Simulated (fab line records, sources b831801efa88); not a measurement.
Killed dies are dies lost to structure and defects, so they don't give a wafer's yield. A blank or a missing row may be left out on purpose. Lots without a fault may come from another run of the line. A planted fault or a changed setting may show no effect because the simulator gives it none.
fab line records | flow sky130
record lots=5 wafers=15 last_day=49
route steps=708 shown RES_PROTECT@209 POLY_GATE@213 LDD_N@237
lots that met no fault: from a run of the same line without faults
start_h: hours from the record's first day to the start of the lot's first wafer shown | wait_h: hours since the lot's step before | " the same as in the row above | L1.1+2: a row that stands for several wafers | - no value, or no start given | * or withheld: withheld | < > ~ a bound
route shown NAME@n: a module of which the file shows steps, and the number in the route of the first | usual: mean/standard deviation of fault-free wafers | same: alike in all rows | chamber/n: place in a boat | sites: the reading at each site | _std_site: their standard deviation | _edge_site: outer sites' mean less inner sites' | radius_mm: how far each site lies from the wafer's centre | mask NAME#n: copy n | behind: the tool/chamber that last shaped the wafer | hold: why the lot was held/for how many hours/how that ended | device: the transistor (n, p or np) that didn't switch | end of line: the same wafers' tests at the end of the route | a step without rows: its recipe alone | killed: dies lost to structure and defects at the first sort, not the wafer's yield | map: a wafer's dies, x killed, . not, _ none there
set.NAME: the setting as run; set.NAME@STEP: as run at that earlier step | model.NAME: the simulator's own value behind a step, which no gauge read
lots at some steps of the route; a table a step, a row a wafer
services: from which hour (start_h, from the record's first day; less than 0 if before it) a tool's chamber was out of use, for how many hours, and why
## steps
# step SKY_RES_PROTECT_SOFTBAKE_03
# recipe temp_c=90 time_s=60 resist=NOVOLAK
# usual chill_plate_temp_C=23.00/0.096 exhaust_pa=45.0/0.94 heater_power_total_W=56.60/0.044 plate_temp_C=90.01/0.13
# columns lot.wafer tool chamber start_h wait_h chill_plate_temp_C exhaust_pa heater_power_total_W plate_temp_C
L077.1 litho_track-03 0 352.88 0.1 22.95 46.1 56.62 89.91
L077.3 " 0 " " 23.06 45.8 56.55 89.88
L077.6 " 0 " " 23.10 46.0 56.63 89.78
L078.3 litho_track-04 0 354.37 0.1 23.09 45.1 56.67 89.72
L078.4 " 0 " " 23.00 44.7 56.58 90.09
L078.6 " 0 " " 22.92 43.4 56.64 89.90
L081.1 litho_track-04 0 388.47 0.1 23.18 43.8 56.55 90.08
L081.3 " 0 " " 22.94 44.5 56.56 89.98
L081.6 " 0 " " 23.13 43.5 56.55 89.95
L085.1 litho_track-04 0 431.12 0.1 22.90 44.4 56.62 90.09
L085.2 " 0 " " 22.78 44.1 56.63 90.20
L085.4 " 0 " " 22.88 45.7 56.68 90.00
L091.3 litho_track-04 0 480.22 0.1 23.05 42.5 56.64 89.99
L091.4 " 0 " " 23.08 46.6 56.62 89.76
L091.5 " 0 " " 22.74 44.7 56.61 89.91
# step SKY_RES_PROTECT_EXPOSE_04
# recipe mask_id=RPM na=0.6 source_shape=conventional sigma_outer=0.6 polarization=unpolarized target_cd_nm=1270 dose_mj=131
# columns lot.wafer tool chamber start_h wait_h mask
L077.1+3+6 iline_stepper-02 0 - - RPM#0
L078.3+4+6 iline_stepper-01 0 - - RPM#0
L081.1+3+6 iline_stepper-01 0 - - RPM#0
L085.1+2+4 iline_stepper-02 0 - - RPM#0
L091.3+4+5 iline_stepper-02 0 - - RPM#0
# step SKY_RES_PROTECT_PEB_05
# recipe temp_c=withheld time_s=* resist=NOVOLAK
# usual chill_plate_temp_C=* exhaust_pa=45.0/0.94
# columns lot.wafer tool chamber start_h wait_h chill_plate_temp_C exhaust_pa
L077.1 litho_track-04 0 - - * 46.1
L077.3 " 0 " " * 44.6
L077.6 " 0 " " * 45.3
L078.3 litho_track-04 0 - - * 44.7
L078.4 " 0 " " * 45.9
L078.6 " 0 " " * 46.0
L081.1 litho_track-03 0 - - * 45.6
L081.3 " 0 " " * 45.3
L081.6 " 0 " " * 45.2
L085.1 litho_track-01 0 - - * 45.5
L085.2 " 0 " " * 45.3
L085.4 " 0 " " * 44.9
L091.3 litho_track-04 0 - - * 45.4
L091.4 " 0 " " * 45.6
L091.5 " 0 " " * 43.4
# step SKY_RES_PROTECT_DEVELOP_06
# recipe resist=NOVOLAK developer=TMAH develop_time_s=60 dev_temp_c=23
# usual chill_plate_temp_C=23.01/0.096 exhaust_pa=44.9/0.91
# columns lot.wafer tool chamber start_h wait_h chill_plate_temp_C exhaust_pa
L077.1 litho_track-04 0 365.67 0.1 22.99 44.1
L077.3 " 0 " " 23.01 44.7
L077.6 " 0 " " 23.04 45.1
L078.3 litho_track-04 0 367.17 0.1 22.97 42.6
L078.4 " 0 " " 23.08 45.3
L078.6 " 0 " " 23.13 44.5
L081.1 litho_track-03 0 402.88 0.1 23.09 44.7
L081.3 " 0 " " 23.14 44.8
L081.6 " 0 " " 23.06 45.0
L085.1 litho_track-01 0 446.34 0.1 22.81 45.1
L085.2 " 0 " " 23.09 45.0
L085.4 " 0 " " 22.96 44.9
L091.3 litho_track-04 0 495.52 0.1 22.91 44.6
L091.4 " 0 " " 22.95 44.8
L091.5 " 0 " " 22.95 46.2
# step SKY_POLY_GATE_IMPLANT_02
# recipe species=P energy_kev=30 dose_cm2=7.7e+15 tilt_deg=0
# usual beam_energy_keV=30.000/0.009
# same implant_ion_amu=31
# columns lot.wafer tool chamber start_h wait_h beam_energy_keV
L077.1 implanter-03 0 365.82 0.1 30.001
L077.3 " 0 " " 29.995
L077.6 " 0 " " 30.007
L078.3 implanter-04 0 367.32 0.1 30.000
L078.4 " 0 " " 29.992
L078.6 " 0 " " 29.999
L081.1 implanter-03 0 403.03 0.1 30.013
L081.3 " 0 " " 30.004
L081.6 " 0 " " 30.019
L085.1 implanter-03 0 446.49 0.1 30.010
L085.2 " 0 " " 30.003
L085.4 " 0 " " 30.007
L091.3 implanter-02 0 495.67 0.1 30.003
L091.4 " 0 " " 30.006
L091.5 " 0 " " 30.005
# step SKY_RES_PROTECT_STRIP_07
# recipe chemistry=O2/N2 power_w=1400 pressure_mtorr=1500 platen_temp_c=withheld o2_flow_sccm=3000 n2_flow_sccm=300 overash_fraction=0.5
# usual drypump_motor_current_A=5.7/0.44 oes_product_au=0.517/0.0043 strip_time_to_endpoint_s=23.30/0.042
# columns lot.wafer tool chamber start_h wait_h drypump_motor_current_A oes_product_au rf_hours_counter_h strip_time_to_endpoint_s
L077.1 plasma_asher-02 0 365.97 0.1 5.9 0.516 22 23.30
L077.3 " 0 " " 5.9 0.520 - 23.29
L077.6 " 1 " " 5.3 0.527 - 23.30
L078.3 plasma_asher-03 1 367.46 0.1 5.6 0.518 - 23.28
L078.4 " 0 " " 6.5 0.520 - 23.27
L078.6 " 0 " " 6.5 0.519 - 23.30
L081.1 plasma_asher-04 0 403.18 0.1 5.8 0.511 76 23.34
L081.3 " 0 " " 5.8 0.513 - 23.35
L081.6 " 0 " " 5.8 0.515 - 23.35
L085.1 plasma_asher-03 1 446.64 0.1 5.6 0.515 68 23.30
L085.2 " 0 " " 6.5 0.516 68 23.30
L085.4 " 0 " " 6.5 0.521 - 23.32
L091.3 plasma_asher-04 1 495.81 0.1 5.1 0.515 - 23.34
L091.4 " 0 " " 5.8 0.516 - 23.30
L091.5 " 0 " " 5.8 0.521 - 23.32
# step SKY_RES_PROTECT_TW_MEAS_08
# usual POLY_GATE_TW=4029/41
# columns lot.wafer tool chamber start_h wait_h POLY_GATE_TW
L077.1 film_metro-03 - 366.07 0.1 4075
L077.3 " - " " 4071
L077.6 " - " " 4063
L078.3 film_metro-03 - 367.54 0.1 4062
L078.4 " - " " 4079
L078.6 " - " " 4068
L081.1 film_metro-01 - 403.28 0.1 3990
L081.3 " - " " 3972
L081.6 " - " " 3981
L085.1 film_metro-04 - 446.74 0.1 3979
L085.2 " - " " 3997
L085.4 " - " " 4033
L091.3 film_metro-01 - 495.89 0.1 3989
L091.4 " - " " 4012
L091.5 " - " " 4017
# step SKY_RES_PROTECT_CLEAN_09
# recipe chemistry=SC1/SC2 mix=1:4:20 temp_c=70 time_s=150 dry=n2_spin
# usual bath_guard_temp_C=70.0/0.74
# columns lot.wafer tool chamber start_h wait_h bath_guard_temp_C
L077.1 wet_bench-03 2 366.13 0.1 69.9
L077.3 " 2 " " 70.2
L077.6 " 2 " " 70.2
L078.3 wet_bench-01 2 367.58 0.0 69.7
L078.4 " 2 " " 69.9
L078.6 " 2 " " 69.9
L081.1 wet_bench-04 1 403.34 0.1 69.8
L081.3 " 1 " " 69.8
L081.6 " 1 " " 69.9
L085.1 wet_bench-01 3 446.80 0.1 70.5
L085.2 " 3 " " 70.6
L085.4 " 3 " " 70.9
L091.3 wet_bench-04 2 495.93 0.0 69.0
L091.4 " 2 " " 69.1
L091.5 " 2 " " 69.0
# step SKY_POLY_GATE_CVD_03
# recipe material=Si3N4 precursor=DCS/NH3 target_thk_nm=75 temp_c=770 time_s=1290 pressure_mtorr=250
# columns lot.wafer tool chamber start_h wait_h
L077.1+3+6 lpcvd-02 0 366.73 0.5
L078.3+4+6 lpcvd-02 1 368.09 0.5
L081.1+3+6 lpcvd-02 0 403.39 0.0
L085.1+2+4 lpcvd-02 1 447.83 1.0
L091.3+4+5 lpcvd-02 1 497.04 1.1
# step SKY_POLY_GATE_THK_MEAS_04
# recipe reads=Si3N4_of_POLY_GATE_CVD_03
# usual POLY_GATE_CVD_03_THK=75.0/0.76
# columns lot.wafer tool chamber start_h wait_h POLY_GATE_CVD_03_THK[nm]
L077.1 film_metro-01 - 368.09 0.0 75.9
L077.3 " - " " 76.3
L077.6 " - " " 76.2
L078.3 film_metro-03 - 369.47 0.0 75.0
L078.4 " - " " 75.5
L078.6 " - " " 75.1
L081.1 film_metro-03 - 405.42 0.0 75.6
L081.3 " - " " 75.6
L081.6 " - " " 75.5
L085.1 film_metro-03 - 449.19 0.0 75.0
L085.2 " - " " 74.2
L085.4 " - " " 74.3
L091.3 film_metro-03 - 498.42 0.0 74.6
L091.4 " - " " 75.3
L091.5 " - " " 74.9
# step SKY_POLY_GATE_DEHYDRATE_05
# recipe temp_c=200 time_s=60
# usual chill_plate_temp_C=23.00/0.11 exhaust_pa=45.1/0.84 heater_power_total_W=160.37/0.13 plate_temp_C=199.98/0.19
# columns lot.wafer tool chamber start_h wait_h chill_plate_temp_C exhaust_pa heater_power_total_W plate_temp_C
L077.1 litho_track-01 0 382.14 14.0 23.04 45.4 160.40 199.64
L077.3 " 0 " " 23.12 45.3 160.47 199.78
L077.6 " 0 " " 23.06 45.2 160.29 199.80
L078.3 litho_track-01 0 383.79 14.3 23.05 45.0 160.37 200.01
L078.4 " 0 " " 23.16 45.1 160.60 199.91
L078.6 " 0 " " 23.14 44.4 160.29 199.94
L081.1 litho_track-02 0 419.65 14.2 23.24 45.3 160.48 199.86
L081.3 " 0 " " 23.23 45.2 160.57 199.70
L081.6 " 0 " " 23.16 44.5 160.25 199.64
L085.1 litho_track-01 0 463.69 14.5 23.02 45.5 160.57 199.99
L085.2 " 0 " " 22.98 45.3 160.34 200.03
L085.4 " 0 " " 22.85 45.9 160.38 200.05
L091.3 litho_track-01 0 513.03 14.6 22.93 43.9 160.31 200.02
L091.4 " 0 " " 23.08 46.1 160.33 200.06
L091.5 " 0 " " 22.97 45.0 160.19 200.40
# step SKY_POLY_GATE_HMDS_06
# recipe prime_time_s=60 prime_temp_c=120
# usual chill_plate_temp_C=23.02/0.098 exhaust_pa=45.2/0.86 prime_temp_c=120.00/0.15
# columns lot.wafer tool chamber start_h wait_h chill_plate_temp_C exhaust_pa prime_temp_c
L077.1 litho_track-01 0 382.29 0.1 22.97 44.7 119.96
L077.3 " 0 " " 22.88 45.1 119.82
L077.6 " 0 " " 23.03 44.7 120.07
L078.3 litho_track-01 0 383.94 0.1 23.00 45.0 119.87
L078.4 " 0 " " 23.18 43.4 119.97
L078.6 " 0 " " 22.99 44.3 120.01
L081.1 litho_track-02 0 419.80 0.1 23.08 45.0 120.00
L081.3 " 0 " " 23.03 45.2 119.99
L081.6 " 0 " " 23.07 45.3 120.20
L085.1 litho_track-01 0 463.84 0.1 23.07 45.3 119.93
L085.2 " 0 " " 23.05 44.8 120.08
L085.4 " 0 " " 23.07 43.4 120.09
L091.3 litho_track-01 0 513.18 0.1 22.90 45.2 120.19
L091.4 " 0 " " 22.91 44.4 119.88
L091.5 " 0 " " 22.75 45.0 119.85
# step SKY_POLY_GATE_COAT_07
# recipe resist=BARC temp_c=withheld time_s=withheld spin_rpm=3000 resist_thk_nm=110
# usual chill_plate_temp_C=* exhaust_pa=45.0/0.89
# columns lot.wafer tool chamber start_h wait_h chill_plate_temp_C exhaust_pa
L077.1 litho_track-01 0 382.44 0.1 * 45.6
L077.3 " 0 " " * 44.7
L077.6 " 0 " " * 45.4
L078.3 litho_track-01 0 384.09 0.1 * 46.0
L078.4 " 0 " " * 44.6
L078.6 " 0 " " * 46.8
L081.1 litho_track-02 0 419.95 0.1 * 45.7
L081.3 " 0 " " * 46.5
L081.6 " 0 " " * 44.9
L085.1 litho_track-01 0 463.99 0.1 * 45.0
L085.2 " 0 " " * 45.5
L085.4 " 0 " " * 47.1
L091.3 litho_track-01 0 513.33 0.1 * 43.1
L091.4 " 0 " " * 44.9
L091.5 " 0 " " * 43.0
# step SKY_POLY_GATE_COAT_08
# recipe resist=KrF-thick spin_rpm=3000 resist_thk_nm=450
# usual chill_plate_temp_C=22.99/0.13 exhaust_pa=45.0/0.79
# columns lot.wafer tool chamber start_h wait_h chill_plate_temp_C exhaust_pa
L077.1 litho_track-01 0 - - 23.12 44.8
L077.3 " 0 " " 23.17 44.3
L077.6 " 0 " " 23.12 45.0
L078.3 litho_track-01 0 - - 22.89 46.1
L078.4 " 0 " " 22.95 45.5
L078.6 " 0 " " 22.76 43.9
L081.1 litho_track-02 0 - - 23.10 45.2
L081.3 " 0 " " 23.05 45.0
L081.6 " 0 " " 23.01 46.3
L085.1 litho_track-01 0 - - 23.01 45.5
L085.2 " 0 " " 22.84 43.5
L085.4 " 0 " " 22.85 44.4
L091.3 litho_track-01 0 - - 23.07 45.3
L091.4 " 0 " " 23.03 43.4
L091.5 " 0 " " 23.01 45.0
# step SKY_POLY_GATE_SOFTBAKE_09
# recipe temp_c=100 time_s=90 resist=KrF-thick
# usual chill_plate_temp_C=23.01/0.1 exhaust_pa=45.0/1 heater_power_total_W=57.35/0.13 plate_temp_C=99.98/0.13
# columns lot.wafer tool chamber start_h wait_h chill_plate_temp_C exhaust_pa heater_power_total_W plate_temp_C
L077.1 litho_track-01 0 - - 22.94 44.7 57.34 100.07
L077.3 " 0 " " 22.91 44.6 57.47 99.89
L077.6 " 0 " " 23.06 44.1 57.47 100.05
L078.3 litho_track-01 0 - - 23.05 46.0 57.52 100.00
L078.4 " 0 " " 23.19 45.3 57.51 100.14
L078.6 " 0 " " 22.93 45.1 57.24 100.06
L081.1 litho_track-02 0 - - 22.85 46.8 57.17 99.87
L081.3 " 0 " " 22.96 45.5 57.54 100.13
L081.6 " 0 " " 22.84 44.4 57.47 100.01
L085.1 litho_track-01 0 - - 23.06 45.0 57.54 99.89
L085.2 " 0 " " 23.13 44.3 57.23 100.06
L085.4 " 0 " " 23.06 44.3 57.28 99.86
L091.3 litho_track-01 0 - - 22.90 45.6 57.29 100.06
L091.4 " 0 " " 22.98 45.1 57.16 99.96
L091.5 " 0 " " 22.90 46.3 57.21 100.12
# step SKY_POLY_GATE_EXPOSE_10
# recipe mask_id=P1M na=0.68 source_shape=conventional sigma_outer=0.6 target_cd_nm=150 dose_mj=28
# columns lot.wafer tool chamber start_h wait_h mask
L077.1+3+6 krf_scanner-01 0 - - P1M#0
L078.3+4+6 krf_scanner-01 0 - - P1M#0
L081.1+3+6 krf_scanner-01 0 - - P1M#0
L085.1+2+4 krf_scanner-01 0 - - P1M#0
L091.3+4+5 krf_scanner-01 0 - - P1M#0
# step SKY_POLY_GATE_PEB_11
# recipe peb_temp_c=withheld peb_time_s=withheld resist=KrF-thick
# usual chill_plate_temp_C=* exhaust_pa=45.0/0.81
# columns lot.wafer tool chamber start_h wait_h chill_plate_temp_C exhaust_pa
L077.1 litho_track-04 0 - - * 43.9
L077.3 " 0 " " * 45.5
L077.6 " 0 " " * 45.6
L078.3 litho_track-02 0 - - * 44.6
L078.4 " 0 " " * 45.6
L078.6 " 0 " " * 46.7
L081.1 litho_track-04 0 - - * 45.3
L081.3 " 0 " " * 44.8
L081.6 " 0 " " * 45.5
L085.1 litho_track-02 0 - - * 46.5
L085.2 " 0 " " * 45.6
L085.4 " 0 " " * 45.5
L091.3 litho_track-04 0 - - * 45.7
L091.4 " 0 " " * 45.0
L091.5 " 0 " " * 45.6
# step SKY_POLY_GATE_DEVELOP_12
# recipe develop_time_s=60 resist=KrF-thick dev_temp_c=21
# usual chill_plate_temp_C=22.98/0.1 exhaust_pa=45.0/0.71
# columns lot.wafer tool chamber start_h wait_h chill_plate_temp_C exhaust_pa
L077.1 litho_track-04 0 - - 22.95 45.1
L077.3 " 0 " " 22.87 46.2
L077.6 " 0 " " 23.03 45.2
L078.3 litho_track-02 0 - - 22.97 46.6
L078.4 " 0 " " 22.97 45.1
L078.6 " 0 " " 23.02 43.5
L081.1 litho_track-04 0 - - 22.99 44.6
L081.3 " 0 " " 22.96 45.1
L081.6 " 0 " " 23.03 43.7
L085.1 litho_track-02 0 - - 22.97 45.9
L085.2 " 0 " " 23.11 46.1
L085.4 " 0 " " 23.03 45.2
L091.3 litho_track-04 0 - - 22.89 43.8
L091.4 " 0 " " 22.95 44.4
L091.5 " 0 " " 22.86 45.3
# step SKY_POLY_GATE_CD_MEAS_13
# recipe target_cd_nm=150
# usual cd_nm=149.9/1.4
# columns lot.wafer tool chamber start_h wait_h cd_nm
L077.1 cd_sem-01 - 396.72 - 149.9
L077.3 " - " " 150.7
L077.6 " - " " 151.3
L078.3 cd_sem-02 - 399.34 - 150.0
L078.4 " - " " 150.1
L078.6 " - " " 150.3
L081.1 cd_sem-01 - 435.97 - 149.5
L081.3 " - " " 148.9
L081.6 " - " " 149.7
L085.1 cd_sem-01 - 479.55 - 150.2
L085.2 " - " " 150.5
L085.4 " - " " 151.2
L091.3 cd_sem-01 - 528.81 - 151.6
L091.4 " - " " 151.1
L091.5 " - " " 151.8
# step SKY_POLY_GATE_OVL_MEAS_14
# usual POLY_GATE_OVL=-2/4.7
# columns lot.wafer tool chamber start_h wait_h POLY_GATE_OVL[nm]
L077.1 overlay-02 - 396.84 0.1 2
L077.3 " - " " 2
L077.6 " - " " -1
L078.3 overlay-01 - 399.44 0.1 0
L078.4 " - " " -2
L078.6 " - " " -4
L081.1 overlay-01 - 436.09 0.1 0
L081.3 " - " " -6
L081.6 " - " " -2
L085.1 overlay-02 - 479.67 0.1 -1
L085.2 " - " " -2
L085.4 " - " " 1
L091.3 overlay-01 - 528.90 0.1 10
L091.4 " - " " 0
L091.5 " - " " 1
# step SKY_POLY_GATE_ETCH_15
# recipe chemistry=N2/H2 target=BARC ion_energy_ev=200 source_w=500 bias_w=100 pressure_mtorr=30 n2_flow_sccm=100 h2_flow_sccm=200 stop_on=SiO2 time_s=118.5 target_depth_a=1100
# usual drypump_motor_current_A=5.7/0.42 oes_product_au=0.716/0.0051 throttle_valve_pct=13.213/0.0096
# columns lot.wafer tool chamber start_h wait_h drypump_motor_current_A oes_product_au rf_hours_counter_h throttle_valve_pct
L077.1 rie_diel-01 2 396.88 0.0 5.6 0.713 9 13.215
L077.3 " 0 " " 6.0 0.714 62 13.212
L077.6 " 3 " " 6.0 0.706 - 13.217
L078.3 rie_diel-03 3 399.46 0.0 4.9 0.724 1 13.215
L078.4 " 2 " " 5.7 0.715 1 13.226
L078.6 " 3 " " 4.9 0.709 - 13.234
L081.1 rie_diel-02 1 436.13 0.0 5.7 0.719 1 13.204
L081.3 " 3 " " 5.5 0.715 2 13.216
L081.6 " 2 " " 5.4 0.723 - 13.230
L085.1 rie_diel-02 3 479.71 0.0 5.5 0.709 3 13.218
L085.2 " 2 " " 5.5 0.716 78 13.208
L085.4 " 1 " " 5.7 0.709 2 13.222
L091.3 rie_diel-02 0 528.93 0.0 6.2 0.716 1 13.212
L091.4 " 3 " " 5.5 0.718 4 13.226
L091.5 " 2 " " 5.4 0.721 - 13.209
# step SKY_POLY_GATE_ETCH_16
# recipe stop_on=poly-Si chemistry=CH3F/O2 target=Si3N4 source_w=400 bias_w=80 pressure_mtorr=25 ch3f_flow_sccm=40 O2_flow_sccm=30 time_s=147.5 target_depth_a=750
# usual drypump_motor_current_A=5.7/0.42 oes_product_au=0.640/0.0053 throttle_valve_pct=10.535/0.0096
# columns lot.wafer tool chamber start_h wait_h drypump_motor_current_A oes_product_au rf_hours_counter_h throttle_valve_pct
L077.1 rie_diel-01 2 396.96 0.0 5.6 0.638 9 10.553
L077.3 " 0 " " 6.0 0.644 62 10.533
L077.6 " 3 " " 6.0 0.643 - 10.544
L078.3 rie_diel-03 3 399.54 0.0 4.9 0.640 1 10.564
L078.4 " 2 " " 5.7 0.643 1 10.532
L078.6 " 3 " " 4.9 0.636 - 10.530
L081.1 rie_diel-02 1 436.21 0.0 5.6 0.640 1 10.535
L081.3 " 3 " " 5.5 0.645 2 10.518
L081.6 " 2 " " 5.5 0.640 - 10.524
L085.1 rie_diel-02 3 479.79 0.0 5.6 0.644 3 10.535
L085.2 " 2 " " 5.5 0.637 78 10.517
L085.4 " 1 " " 5.7 0.635 2 10.524
L091.3 rie_diel-02 0 529.01 0.0 6.1 0.641 1 10.530
L091.4 " 3 " " 5.6 0.646 4 10.523
L091.5 " 2 " " 5.4 0.633 - 10.531
# step SKY_POLY_GATE_ETCH_17
# recipe target_depth_nm=180 stop_on=SiO2 over_etch_frac=0.56667 chemistry=HBr/Cl2 target=poly-Si icp_w=400 bias_w=100 pressure_mtorr=10 HBr_flow_sccm=150 Cl2_flow_sccm=50 time_s=70.5
# usual drypump_motor_current_A=5.6/0.52 oes_product_au=0.983/0.0091 throttle_valve_pct=33.685/0.0097
# columns lot.wafer tool chamber start_h wait_h drypump_motor_current_A oes_product_au rf_hours_counter_h throttle_valve_pct
L077.1 rie_si-01 1 397.06 0.0 6.0 0.985 52 33.681
L077.3 " 3 " " 5.6 0.973 40 33.703
L077.6 " 3 " " 5.5 0.981 - 33.691
L078.3 rie_si-02 1 399.64 0.0 5.2 0.982 4 33.678
L078.4 " 2 " " 5.1 0.969 3 33.690
L078.6 " 1 " " 5.2 0.985 - 33.696
L081.1 rie_si-02 3 436.31 0.0 5.2 1.002 45 33.679
L081.3 " 0 " " 5.1 0.996 5 33.662
L081.6 " 2 " " 5.1 0.971 - 33.682
L085.1 rie_si-01 2 479.89 0.0 5.6 0.980 3 33.681
L085.2 " 0 " " 6.5 0.994 2 33.684
L085.4 " 3 " " 5.6 0.987 41 33.679
L091.3 rie_si-02 1 529.11 0.0 5.2 0.981 4 33.678
L091.4 " 2 " " 5.1 0.986 3 33.673
L091.5 " 3 " " 5.2 0.990 - 33.684
# step SKY_POLY_GATE_STRIP_18
# recipe chemistry=O2/N2 power_w=1400 pressure_mtorr=1500 platen_temp_c=withheld o2_flow_sccm=3000 n2_flow_sccm=300 overash_fraction=0.5
# usual drypump_motor_current_A=5.8/0.46 oes_product_au=0.361/0.0045 strip_time_to_endpoint_s=3.18/0.035
# columns lot.wafer tool chamber start_h wait_h drypump_motor_current_A oes_product_au rf_hours_counter_h strip_time_to_endpoint_s
L077.1 plasma_asher-01 0 397.12 0.0 5.3 0.355 61 3.10
L077.3 " 1 " " 6.3 0.360 - 3.18
L077.6 " 1 " " 6.3 0.354 - 3.19
L078.3 plasma_asher-02 0 399.73 0.1 5.9 0.363 - 3.20
L078.4 " 1 " " 5.3 0.365 - 3.19
L078.6 " 1 " " 5.4 0.365 - 3.21
L081.1 plasma_asher-02 0 436.37 0.0 5.9 0.358 27 3.16
L081.3 " 1 " " 5.3 0.362 - 3.15
L081.6 " 0 " " 5.9 0.364 - 3.20
L085.1 plasma_asher-01 0 479.95 0.0 5.3 0.349 5 3.15
L085.2 " 1 " " 6.3 0.362 5 3.15
L085.4 " 0 " " 5.3 0.364 - 3.17
L091.3 plasma_asher-01 1 529.20 0.1 6.3 0.361 - 3.17
L091.4 " 0 " " 5.3 0.362 - 3.17
L091.5 " 0 " " 5.3 0.360 - 3.20
# step SKY_POLY_GATE_CLEAN_19
# recipe chemistry=SC1/SC2 mix=1:4:20 temp_c=70 time_s=150 dry=n2_spin
# usual bath_guard_temp_C=69.7/0.49
# columns lot.wafer tool chamber start_h wait_h bath_guard_temp_C
L077.1 wet_bench-04 1 397.22 0.1 69.8
L077.3 " 1 " " 69.8
L077.6 " 1 " " 70.0
L078.3 wet_bench-03 2 399.80 0.0 70.0
L078.4 " 2 " " 70.2
L078.6 " 2 " " 69.8
L081.1 wet_bench-04 2 436.47 0.1 69.1
L081.3 " 2 " " 69.2
L081.6 " 2 " " 68.7
L085.1 wet_bench-04 2 480.05 0.1 69.1
L085.2 " 2 " " 69.4
L085.4 " 2 " " 69.0
L091.3 wet_bench-04 1 529.26 0.0 70.0
L091.4 " 1 " " 70.2
L091.5 " 1 " " 70.0
# step SKY_POLY_GATE_OXIDATION_20
# recipe temp_c=850 ambient=O2 stabilise_s=600 purge_s=300 target_thk_a=40 ox_time_s=899
# columns lot.wafer tool chamber start_h wait_h
L077.1+3+6 furnace-01 0 400.85 3.6
L078.3+4+6 furnace-01 0 400.85 1.0
L081.1+3+6 furnace-02 0 436.52 0.0
L085.1+2+4 furnace-02 0 480.10 0.0
L091.3+4+5 furnace-02 0 529.31 0.0
# step SKY_POLY_GATE_THK_MEAS_21
# recipe reads=SiO2_of_POLY_GATE_OXIDATION_20
# usual POLY_GATE_OXIDATION_THK=3.99/0.083
# columns lot.wafer tool chamber start_h wait_h POLY_GATE_OXIDATION_THK[nm]
L077.1 film_metro-01 - 402.10 0.0 3.91
L077.3 " - " " 4.09
L077.6 " - " " 3.95
L078.3 film_metro-03 - 402.12 0.0 3.91
L078.4 " - " " 3.84
L078.6 " - " " 3.89
L081.1 film_metro-01 - 437.77 0.0 4.04
L081.3 " - " " 4.01
L081.6 " - " " 4.01
L085.1 film_metro-02 - 481.35 0.0 3.97
L085.2 " - " " 3.99
L085.4 " - " " 4.02
L091.3 film_metro-02 - 530.58 0.0 3.92
L091.4 " - " " 4.06
L091.5 " - " " 4.00
# step SKY_POLY_GATE_CD_MEAS_22
# usual cd_nm=149.2/2.2
# columns lot.wafer tool chamber start_h wait_h cd_nm
L077.1 cd_sem-02 - 402.16 0.1 147.2
L077.3 " - " " 148.7
L077.6 " - " " 151.0
L078.3 cd_sem-01 - 402.28 0.1 151.6
L078.4 " - " " 151.1
L078.6 " - " " 150.9
L081.1 cd_sem-01 - 437.83 0.1 148.5
L081.3 " - " " 144.9
L081.6 " - " " 148.2
L085.1 cd_sem-02 - 481.41 0.1 145.6
L085.2 " - " " 148.0
L085.4 " - " " 149.9
L091.3 cd_sem-02 - 530.68 0.1 151.6
L091.4 " - " " 147.8
L091.5 " - " " 150.2
# step SKY_LDD_N_DEHYDRATE_00
# recipe temp_c=200 time_s=60
# usual chill_plate_temp_C=23.00/0.1 exhaust_pa=45.1/0.93 heater_power_total_W=160.37/0.14 plate_temp_C=200.02/0.15
# columns lot.wafer tool chamber start_h wait_h chill_plate_temp_C exhaust_pa heater_power_total_W plate_temp_C
L077.1 litho_track-04 0 415.97 13.8 23.01 45.3 160.55 200.11
L077.3 " 0 " " 23.01 43.6 160.37 200.21
L077.6 " 0 " " 23.16 44.9 160.34 199.86
L078.3 litho_track-03 0 416.28 14.0 22.98 45.7 160.35 200.10
L078.4 " 0 " " 22.96 46.8 160.59 200.27
L078.6 " 0 " " 22.91 47.0 160.26 200.31
L081.1 litho_track-02 0 453.00 15.2 22.85 43.9 160.37 199.77
L081.3 " 0 " " 23.05 43.8 160.20 199.72
L081.6 " 0 " " 23.01 43.3 160.42 199.82
L085.1 litho_track-03 0 496.52 15.1 22.82 44.8 160.44 199.96
L085.2 " 0 " " 22.74 45.5 160.31 200.06
L085.4 " 0 " " 22.81 45.6 160.35 200.03
L091.3 litho_track-02 0 545.55 14.8 22.98 44.8 160.16 199.74
L091.4 " 0 " " 23.01 44.3 160.19 199.91
L091.5 " 0 " " 22.99 43.2 160.44 199.95
# step SKY_LDD_N_HMDS_01
# recipe prime_time_s=60 prime_temp_c=120
# usual chill_plate_temp_C=23.01/0.11 exhaust_pa=45.0/0.85 prime_temp_c=119.99/0.13
# columns lot.wafer tool chamber start_h wait_h chill_plate_temp_C exhaust_pa prime_temp_c
L077.1 litho_track-04 0 416.12 0.1 22.97 44.5 119.99
L077.3 " 0 " " 23.16 44.3 120.09
L077.6 " 0 " " 22.99 45.9 119.63
L078.3 litho_track-03 0 416.43 0.1 23.15 46.1 120.19
L078.4 " 0 " " 23.12 45.3 119.97
L078.6 " 0 " " 23.12 46.8 120.05
L081.1 litho_track-02 0 453.15 0.1 22.92 46.1 119.91
L081.3 " 0 " " 22.91 44.8 120.01
L081.6 " 0 " " 23.19 45.5 119.88
L085.1 litho_track-03 0 496.67 0.1 23.00 44.1 120.09
L085.2 " 0 " " 22.96 43.9 119.65
L085.4 " 0 " " 23.00 45.4 119.94
L091.3 litho_track-02 0 545.70 0.1 22.89 45.5 119.95
L091.4 " 0 " " 23.01 44.6 119.99
L091.5 " 0 " " 23.04 45.5 120.34
## services
# columns tool chamber start_h hours kind
krf_scanner-01 - 331.27 1.3 pm
iline_stepper-02 - 340.29 8.9 pm
rie_diel-02 2 348.37 14.1 repair
iline_stepper-02 - 349.18 1.7 pm
plasma_asher-01 - 349.52 7.0 repair
rie_si-02 3 352.15 2.5 repair
furnace-02 - 359.67 3.2 pm
krf_scanner-01 - 364.32 0.8 pm
rie_si-02 2 367.59 5.0 repair
plasma_asher-02 - 373.87 12.6 repair
krf_scanner-01 - 389.75 1.8 repair
krf_scanner-01 - 395.47 1.0 pm
rie_diel-02 2 401.21 1.4 repair
rie_diel-02 1 406.71 2.9 repair
furnace-02 - 410.19 2.9 pm
plasma_asher-01 - 421.25 9.0 pm
krf_scanner-01 - 480.53 1.8 repair
furnace-02 - 482.87 3.1 pm
plasma_asher-01 - 500.83 1.7 repair
krf_scanner-01 - 507.17 1.3 pm
iline_stepper-02 - 521.48 4.4 pm
krf_scanner-01 - 525.78 10.1 repair
krf_scanner-01 - 537.74 0.8 pm
rie_diel-02 3 540.01 1.2 repair
## key
fault none
